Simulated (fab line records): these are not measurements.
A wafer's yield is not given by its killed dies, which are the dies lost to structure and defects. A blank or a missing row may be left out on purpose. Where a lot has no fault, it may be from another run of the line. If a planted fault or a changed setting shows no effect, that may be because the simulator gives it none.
A single fault, viewed from 2 desks ; flow gf180mcu ; every desk sees just its own numbers, and what lay behind them comes last

## AT THE METROLOGY DESK
What the gauges read for every lot (on any tool): the sampled wafers with a number, averaged. If a lot's mean is further than 4 standard deviations from the usual mean, the lot is out of limits and carries the mark OUT (the distance appears in the brackets).
Columns: A = V1_CVD_02_THK at GF_V1_THK_MEAS_03, usual 850 nm; B = V1_BOW at GF_V1_BOW_MEAS_05, usual 83 um; C = cd-nm at GF_V1_CD_MEAS_14, usual 260.2 nm
lot;first seen here;A;B;C
L927;day 17 04:53;837;90;259.7
L928;day 17 18:39;850;82;261.7
L929;day 18 00:15;847;74;259.6
L930;day 18 11:45;843;83;260.2
L931;day 18 20:45;858;83;260.0
L934;day 19 21:43;766 (-8.5) OUT;82;260.6
L935;day 20 02:05;746 (-10) OUT;88;259.0
L941;day 22 08:12;857;84;261.5
L942;day 22 16:11;844;78;260.8
L943;day 23 04:32;853;78;261.8
L946;day 24 02:35;848;76;259.9
L949;day 24 18:49;852;85;259.6
L950;day 25 12:29;853;85;261.4
This desk reports L934, L935 out of limits; the earliest was L934 at day 19 21:43 (V1_CVD_02_THK at GF_V1_THK_MEAS_03). In limits: L927, L928, L929, L930, L931, L941, L942, L943, L946, L949, L950.

## AT THE TOOL OWNER'S DESK: pecvd-01
The tool's own readings at GF_V1_CVD_02 (deposits SiO2 from TEOS, target thk 850 nm, time 94.851 s): means of the sampled wafers that have a number, for each lot that ran on this tool. If a lot's mean is further than 4 standard deviations from the usual mean, the lot is out of limits and carries the mark OUT (the distance appears in the brackets).
Columns: A = heater-power-w at GF_V1_CVD_02, usual 656 W; B = run-length-s at GF_V1_CVD_02, usual 122.9 s
lot;first seen here;A;B
L927;day 17 04:49;772;123.3
L929;day 18 00:10;728;123.1
L930;day 18 11:41;684;123.1
L934;day 19 21:38;800;113.2 (-22) OUT
L935;day 20 02:01;798;113.6 (-22) OUT
L950;day 25 12:24;639;123.1
This desk's finding: out of limits on L934, L935; first on L934, day 19 21:38 (run-length-s at GF_V1_CVD_02). In limits: L927, L929, L930, L950.

## BROUGHT TOGETHER
The tool owner's desk could have raised an alarm at day 19 21:38, on L934, L935.
At day 19 21:43 the metrology desk could have sounded an alarm, on L934, L935.
All the named lots went through GF_V1_CVD_02 on pecvd-01.

## WHAT THE SIMULATOR PUT IN
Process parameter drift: pecvd-01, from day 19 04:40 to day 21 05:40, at GF_V1_CVD_02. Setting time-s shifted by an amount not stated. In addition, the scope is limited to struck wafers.
Struck lots among those shown: L934, L935.
Delay (hours) between the fault's onset and each desk's first out-of-limits reading: 17 at the tool owner's desk, 17 at the metrology desk.
